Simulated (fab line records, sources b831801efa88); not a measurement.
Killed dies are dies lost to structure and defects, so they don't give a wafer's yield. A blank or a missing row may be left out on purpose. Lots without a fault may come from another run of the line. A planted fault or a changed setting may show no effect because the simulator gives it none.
Which tool did it? | flow sky130 | 11 lots, 33 wafers sampled, at 5 steps of a route of 708

WHAT THE GAUGES READ, wafer by wafer
SKY_LDD_LDN_TW_MEAS_13.
lot  | measured     | on            | LDD_LDN_TW
L431 | day 22 15:31 | film_metro-03 | 1481 1490 1487
L436 | day 25 02:34 | film_metro-01 | 1494 1489 1492
L438 | day 25 12:48 | film_metro-01 | 1494 1491 1496
L439 | day 26 01:46 | film_metro-03 | 1497 1493 1485
L441 | day 26 23:34 | film_metro-02 | 1469 1477 1471
L446 | day 28 03:21 | film_metro-03 | 1496 1491 1496
L448 | day 28 20:33 | film_metro-02 | 1478 1476 1480
L449 | day 29 12:58 | film_metro-03 | 1486 1484 1480
L450 | day 29 20:17 | film_metro-02 | 1469 1466 1458
L451 | day 30 02:37 | film_metro-03 | 1492 1489 1495
L452 | day 30 03:52 | film_metro-02 | 1466 1472 1471

SKY_POLY_CUT_CD_MEAS_08: target cd 270 nm.
lot  | measured     | on        | cd_nm (nm)
L431 | day 24 01:30 | cd_sem-01 | 270.9 270.9 269.8
L436 | day 26 09:32 | cd_sem-01 | 269.1 269.3 270.8
L438 | day 26 19:27 | cd_sem-01 | 270.3 271.3 270.1
L439 | day 27 07:55 | cd_sem-02 | 270.1 269.1 270.2
L441 | day 28 05:04 | cd_sem-01 | 269.2 270.2 270.1
L446 | day 29 10:43 | cd_sem-01 | 268.7 268.7 269.5
L448 | day 30 02:49 | cd_sem-01 | 272.1 270.0 270.1
L449 | day 30 18:56 | cd_sem-02 | 270.6 272.2 271.5
L450 | day 31 01:46 | cd_sem-02 | 270.1 271.7 270.5
L451 | day 31 07:39 | cd_sem-01 | 271.7 271.3 271.5
L452 | day 31 10:00 | cd_sem-02 | 269.9 270.1 269.6

SKY_LI_CONTACT_THK_MEAS_01.
lot  | measured     | on            | LI_CONTACT_HDPCVD_THK (nm)
L431 | day 27 18:54 | film_metro-04 | 932 926 918
L436 | day 30 00:39 | film_metro-03 | 929 926 922
L438 | day 30 09:45 | film_metro-04 | 407 403 918
L439 | day 30 22:59 | film_metro-02 | 407 940 421
L441 | day 31 18:23 | film_metro-04 | 425 943 926
L446 | day 32 22:37 | film_metro-02 | 933 922 916
L448 | day 33 16:16 | film_metro-03 | 928 916 919
L449 | day 34 05:51 | film_metro-04 | 921 936 945
L450 | day 34 12:53 | film_metro-02 | 927 938 919
L451 | day 34 18:05 | film_metro-04 | 925 916 921
L452 | day 34 20:07 | film_metro-03 | 935 921 947

WHICH TOOL RAN EACH LOT (tool, then ch and the chambers of the sampled wafers, then the start)
lot  | SKY_SD_N_RTA_14                  | SKY_LI_CONTACT_HDPCVD_00
L431 | rtp_anneal-01 ch 0, day 27 18:14 | hdpcvd-01 ch 0,1,2, day 27 18:47
L436 | rtp_anneal-02 ch 0, day 29 23:59 | hdpcvd-02 ch 0,1,2, day 30 00:32
L438 | rtp_anneal-02 ch 0, day 30 09:05 | hdpcvd-02 ch 1,2, day 30 09:38
L439 | rtp_anneal-01 ch 0, day 30 22:17 | hdpcvd-02 ch 0,1, day 30 22:50
L441 | rtp_anneal-01 ch 0, day 31 17:44 | hdpcvd-02 ch 0,2, day 31 18:17
L446 | rtp_anneal-02 ch 0, day 32 21:58 | hdpcvd-01 ch 0,2, day 32 22:31
L448 | rtp_anneal-01 ch 0, day 33 15:37 | hdpcvd-01 ch 0,1,2, day 33 16:09
L449 | rtp_anneal-02 ch 0, day 34 05:11 | hdpcvd-02 ch 0,1, day 34 05:44
L450 | rtp_anneal-01 ch 0, day 34 12:14 | hdpcvd-02 ch 0,2, day 34 12:46
L451 | rtp_anneal-02 ch 0, day 34 17:26 | hdpcvd-02 ch 0,1, day 34 17:59
L452 | rtp_anneal-01 ch 0, day 34 19:27 | hdpcvd-02 ch 0,1,2, day 34 20:02
- SKY_SD_N_RTA_14: time 2 s.
- SKY_LI_CONTACT_HDPCVD_00: deposits PSG, target thk 930 nm, time 155 s.

WHAT THE TOOLS THEMSELVES READ (means of the sampled wafers that have a number; where no wafer has one, the mark that the record gives instead)
SKY_SD_N_RTA_14.
lot  | tool          | lamp_power_pct (%) | wafer_temp_C_max
L431 | rtp_anneal-01 | 15.76              | 1077.8
L436 | rtp_anneal-02 | 15.69              | 1078.5
L438 | rtp_anneal-02 | 15.76              | 1078.1
L439 | rtp_anneal-01 | 15.79              | 1077.3
L441 | rtp_anneal-01 | 15.71              | 1078.2
L446 | rtp_anneal-02 | 15.72              | 1078.0
L448 | rtp_anneal-01 | 15.70              | 1078.8
L449 | rtp_anneal-02 | 15.74              | 1077.9
L450 | rtp_anneal-01 | 15.76              | 1078.4
L451 | rtp_anneal-02 | 15.75              | 1077.4
L452 | rtp_anneal-01 | 15.75              | 1077.3

SKY_LI_CONTACT_HDPCVD_00.
lot  | tool      | susceptor_temp_C (C)
L431 | hdpcvd-01 | 600.03
L436 | hdpcvd-02 | 600.12
L438 | hdpcvd-02 | 599.95
L439 | hdpcvd-02 | 599.92
L441 | hdpcvd-02 | 599.86
L446 | hdpcvd-01 | 600.04
L448 | hdpcvd-01 | 599.75
L449 | hdpcvd-02 | 599.94
L450 | hdpcvd-02 | 600.36
L451 | hdpcvd-02 | 600.03
L452 | hdpcvd-02 | 600.06

THE ANSWER, worked out from the rows above alone
Rule: what is usual is taken from the lots themselves. Put in order of their means at a reading, lots are off if they are a third of the lots or fewer, leave a main group of 4 or more, and stand apart from it by a gap of 3 or more times the standard deviation of the main group's means; of several such gaps the widest counts. A main group whose means are all the same, to the digits that the tables above print for the reading, isn't used. A lot without any number at a reading at which 4 lots or more have one is off too. The other lots that the step has rows for count as sound. The gauges are gone through in route order, then the tools' own readings, and for those a lot's mean is taken as printed above. The first step at which some lot is off is used, and at that step the reading that is off furthest; a lot without a number counts as furthest.
Off: L438, L439, L441, at SKY_LI_CONTACT_THK_MEAS_01 (LI_CONTACT_HDPCVD_THK). The main group: mean 927 nm, standard deviation 4.9.
A tool fits if, at a process step before that reading, it ran every lot that is off, and no sound lot after the first of them. The gauges at SKY_LI_CONTACT_THK_MEAS_01 are tried like those tools. None of those tried fits.

WHAT THE SIMULATOR HAD PUT IN
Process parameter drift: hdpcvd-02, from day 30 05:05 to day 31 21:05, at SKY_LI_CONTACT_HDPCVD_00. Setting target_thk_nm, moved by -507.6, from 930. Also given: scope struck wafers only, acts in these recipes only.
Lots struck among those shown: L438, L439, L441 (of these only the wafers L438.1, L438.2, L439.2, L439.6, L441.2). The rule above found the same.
